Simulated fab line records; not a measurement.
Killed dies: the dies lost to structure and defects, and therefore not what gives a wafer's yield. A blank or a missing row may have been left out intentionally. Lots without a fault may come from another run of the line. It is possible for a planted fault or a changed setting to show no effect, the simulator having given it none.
Which tool was responsible?    flow gf180mcu    Sampling: 12 lots, 36 wafers, 6 of 602 route steps

## WHAT THE GAUGES SHOWED, per wafer
GF_M3_THK_MEAS_06: measures by xrf. Usual: M3_ALCU_THK gives 439 nm (standard deviation 6.1).
lot   measured      on             M3_ALCU_THK (nm)  flag
L769  day 20 17:39  film_metro-02  440 437 435       
L770  day 21 02:55  film_metro-02  441 443 453       
L772  day 21 17:04  film_metro-02  436 439 446       
L773  day 21 20:01  film_metro-02  438 442 448       
L776  day 23 01:32  film_metro-02  452 433 440       
L777  day 23 07:55  film_metro-04  449 436 440       
L779  day 23 21:17  film_metro-01  443 448 447       
L780  day 24 07:44  film_metro-04  434 432 436       
L784  day 25 17:58  film_metro-02  432 427 430       
L786  day 26 06:44  film_metro-01  435 439 437       
L788  day 26 23:04  film_metro-01  433 431 432       
L791  day 27 20:17  film_metro-01  436 439 439       

GF_M4_RS_MEAS_05: measures by four-point-probe. Usual: M4_ALCU_RS gives 0.0695 ohm/sq (standard deviation 0.00097).
lot   measured      on             M4_ALCU_RS (ohm/sq)   flag
L769  day 22 21:01  film_metro-03  0.0701 0.0696 0.0699  
L770  day 23 04:04  film_metro-02  0.0678 0.0697 0.0689  
L772  day 23 18:28  film_metro-04  0.0693 0.0696 0.0693  
L773  day 23 20:56  film_metro-03  0.0694 0.0695 0.0695  
L776  day 25 01:04  film_metro-03  0.0708 0.0704 0.0701  
L777  day 25 07:31  film_metro-02  0.0715 0.0703 0.0708  
L779  day 25 22:44  film_metro-02  0.0690 0.0684 0.0697  
L780  day 26 04:30  film_metro-02  0.0699 0.0700 0.0688  
L784  day 27 13:44  film_metro-02  0.0885 0.0875 0.0883  OFF
L786  day 28 01:11  film_metro-03  0.0852 0.0851 0.0858  OFF
L788  day 28 17:34  film_metro-03  0.0856 0.0877 0.0879  OFF
L791  day 29 13:58  film_metro-02  0.0681 0.0690 0.0684  

GF_M4_THK_MEAS_06: measures by xrf. Usual: M4_ALCU_THK gives 444 nm (standard deviation 6.4).
lot   measured      on             M4_ALCU_THK (nm)  flag
L769  day 22 21:08  film_metro-03  441 447 444       
L770  day 23 04:11  film_metro-02  457 443 449       
L772  day 23 18:35  film_metro-04  444 443 446       
L773  day 23 21:02  film_metro-03  445 443 446       
L776  day 25 01:11  film_metro-03  437 441 442       
L777  day 25 07:38  film_metro-02  430 437 432       
L779  day 25 22:51  film_metro-02  448 448 441       
L780  day 26 04:37  film_metro-02  443 441 449       
L784  day 27 13:50  film_metro-02  353 357 353       OFF
L786  day 28 01:18  film_metro-03  364 365 361       OFF
L788  day 28 17:40  film_metro-03  364 354 355       OFF
L791  day 29 14:04  film_metro-02  450 449 452       

## WHICH TOOL RAN EACH LOT (tool, then ch and the chambers of the sampled wafers, then the start)
lot   GF_V3_CVD_23                   GF_M4_SPUTTER_01              GF_M4_SPUTTER_02
L769  cvd_w-02 ch 0, day 22 20:13    pvd_sputter-02, day 22 20:54  pvd_sputter-02, day 22 20:56
L770  cvd_w-02 ch 0,1, day 23 03:15  pvd_sputter-03, day 23 03:56  pvd_sputter-03, day 23 03:58
L772  cvd_w-02 ch 0,1, day 23 17:38  pvd_sputter-03, day 23 18:20  pvd_sputter-03, day 23 18:22
L773  cvd_w-01 ch 0, day 23 20:02    pvd_sputter-04, day 23 20:47  pvd_sputter-04, day 23 20:49
L776  cvd_w-02 ch 0,1, day 24 23:50  pvd_sputter-04, day 25 00:56  pvd_sputter-04, day 25 00:58
L777  cvd_w-01 ch 0,1, day 25 06:42  pvd_sputter-02, day 25 07:23  pvd_sputter-02, day 25 07:25
L779  cvd_w-02 ch 0,1, day 25 21:55  pvd_sputter-04, day 25 22:37  pvd_sputter-04, day 25 22:38
L780  cvd_w-02 ch 0,1, day 26 03:40  pvd_sputter-03, day 26 04:22  pvd_sputter-03, day 26 04:23
L784  cvd_w-02 ch 0,1, day 27 12:33  pvd_sputter-03, day 27 13:34  pvd_sputter-03, day 27 13:35
L786  cvd_w-01 ch 0,1, day 28 00:22  pvd_sputter-03, day 28 01:04  pvd_sputter-03, day 28 01:05
L788  cvd_w-02 ch 0,1, day 28 16:45  pvd_sputter-03, day 28 17:24  pvd_sputter-03, day 28 17:26
L791  cvd_w-01 ch 0,1, day 29 13:05  pvd_sputter-04, day 29 13:49  pvd_sputter-04, day 29 13:51
- GF_V3_CVD_23: deposits W, target thk 350 nm, time 104.9 s.
- GF_M4_SPUTTER_01: material TiN, target thk 30 nm, time 25 s.
- GF_M4_SPUTTER_02: material AlCu, target thk 450 nm, time 23.9 s.

## WHAT THE TOOLS THEMSELVES READ (means of the sampled wafers that have a number; where no wafer has one, the mark that the record gives instead)
GF_V3_CVD_23. Usual: heater_power_w at 906 W, with a standard deviation of 79.
lot   tool      heater_power_w (W)  flag
L769  cvd_w-02  991                 
L770  cvd_w-02  936                 
L772  cvd_w-02  968                 
L773  cvd_w-01  769                 
L776  cvd_w-02  951                 
L777  cvd_w-01  814                 
L779  cvd_w-02  960                 
L780  cvd_w-02  970                 
L784  cvd_w-02  919                 
L786  cvd_w-01  816                 
L788  cvd_w-02  938                 
L791  cvd_w-01  826                 

GF_M4_SPUTTER_01. Usual: throttle_valve_pct at 30.4 %, with a standard deviation of 1.1.
lot   tool            throttle_valve_pct (%)  flag
L769  pvd_sputter-02  31.1                    
L770  pvd_sputter-03  29.7                    
L772  pvd_sputter-03  30.4                    
L773  pvd_sputter-04  29.5                    
L776  pvd_sputter-04  29.2                    
L777  pvd_sputter-02  30.8                    
L779  pvd_sputter-04  30.7                    
L780  pvd_sputter-03  30.2                    
L784  pvd_sputter-03  29.8                    
L786  pvd_sputter-03  30.3                    
L788  pvd_sputter-03  30.4                    
L791  pvd_sputter-04  30.7                    

GF_M4_SPUTTER_02. Usual: throttle_valve_pct at 30.4 %, with a standard deviation of 1.1.
lot   tool            throttle_valve_pct (%)  flag
L769  pvd_sputter-02  31.1                    
L770  pvd_sputter-03  29.8                    
L772  pvd_sputter-03  30.5                    
L773  pvd_sputter-04  29.4                    
L776  pvd_sputter-04  29.3                    
L777  pvd_sputter-02  30.6                    
L779  pvd_sputter-04  30.6                    
L780  pvd_sputter-03  30.2                    
L784  pvd_sputter-03  29.7                    
L786  pvd_sputter-03  30.4                    
L788  pvd_sputter-03  30.4                    
L791  pvd_sputter-04  30.7                    

## THE ANSWER, worked out from the rows above alone
Rule: a lot is off if the mean of its wafers that have a number lies more than 3 standard deviations from the usual mean. A lot without any number at a reading at which 4 lots or more have one is off too. Where the step has rows for the other lots, those lots are counted as sound. After the gauges, taken in route order, come the tools' own readings; for these a lot's mean is taken, as printed above. The first step at which some lot is off is used, and at that step the reading that is off furthest; a lot without a number counts as furthest.
Off: L784, L786, L788, seen at GF_M4_RS_MEAS_05 (M4_ALCU_RS).
If a tool, at a process step before that reading, ran all the lots that are off and no sound lot after the first of them, it fits. The gauges at GF_M4_RS_MEAS_05 are tried like those tools. One candidate fits, namely pvd_sputter-03 at GF_M4_SPUTTER_01 and GF_M4_SPUTTER_02. At GF_M4_SPUTTER_01 its last sound lot is L780 (day 26 04:22), its first lot that is off L784 (day 27 13:34): a fault that began between those two fits.

## WHAT THE SIMULATOR PUT IN
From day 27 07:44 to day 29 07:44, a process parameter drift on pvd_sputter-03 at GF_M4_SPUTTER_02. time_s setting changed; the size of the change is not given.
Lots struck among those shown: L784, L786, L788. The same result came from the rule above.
